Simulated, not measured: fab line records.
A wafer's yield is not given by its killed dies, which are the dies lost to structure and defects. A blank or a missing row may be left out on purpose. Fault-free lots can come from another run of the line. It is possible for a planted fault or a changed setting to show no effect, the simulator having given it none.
Matching of chambers + flow gf180mcu + GF_V2_CMP_26 on cmp-02: 4 sister chambers
The step polishes, stops on SiO2, t overpolish 15 s, target thk 0 nm. 8 wafers are shown with their chamber, then 10 later ones without.

## EACH WAFER AND ITS CHAMBER
| wafer  | chamber | motor current A (A) | overpolish run s (s) |
|--------|---------|---------------------|----------------------|
| L076.3 | 3       | 11.6                | 14.998               |
| L078.6 | 2       | 12.2                | 15.013               |
| L084.2 | 3       | 11.5                | 14.993               |
| L089.1 | 0       | 11.6                | 15.023               |
| L089.4 | 2       | 12.1                | 14.999               |
| L089.6 | 1       | 12.4                | 14.983               |
| L091.2 | 1       | 12.1                | 15.006               |
| L091.3 | 0       | 11.8                | 14.997               |

## WAFERS MISSING THEIR CHAMBER
| wafer  | motor current A (A) | overpolish run s (s) |
|--------|---------------------|----------------------|
| L091.6 | 11.0                | 15.001               |
| L092.1 | 11.9                | 14.994               |
| L092.3 | 12.3                | 15.011               |
| L092.4 | 12.8                | 15.012               |
| L093.1 | 10.6                | 15.008               |
| L093.3 | 11.6                | 15.009               |
| L093.5 | 11.2                | 14.993               |
| L097.3 | 11.6                | 14.985               |
| L097.5 | 11.5                | 15.004               |
| L097.6 | 11.4                | 15.009               |

## EACH ONE'S CHAMBER
| wafer  | from the rows above               | in truth |
|--------|-----------------------------------|----------|
| L091.6 | can't be placed: 3 or 0           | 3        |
| L092.1 | can't be placed: 0 or 2 or 1 or 3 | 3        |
| L092.3 | can't be placed: 2 or 1           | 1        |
| L092.4 | can't be placed: 1 or 2           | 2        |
| L093.1 | can't be placed: 3 or 0           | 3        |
| L093.3 | can't be placed: 0 or 3           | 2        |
| L093.5 | can't be placed: 3 or 0           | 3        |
| L097.3 | can't be placed: 3 or 0           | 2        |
| L097.5 | can't be placed: 3 or 0           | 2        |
| L097.6 | can't be placed: 3 or 0           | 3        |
Placed correctly: 0 of 10. From these rows, 10 cannot be placed; in 7 the true chamber is one of the candidates. Placed wrongly: 0.
How it was worked out, from the rows above alone: a wafer's distance from a chamber is the root of the sum, over the readings, of the square of ((its reading less the chamber's mean) divided by the reading's scatter). The wafer belongs to the nearest chamber; if the next one is less than 2 further off, it can't be placed. Each chamber's mean is taken over the wafers shown for it. How the scatter is found: for the shown wafers, subtract from each reading the mean of its chamber, square and add these, divide the total by (wafers less chambers), then take the root.
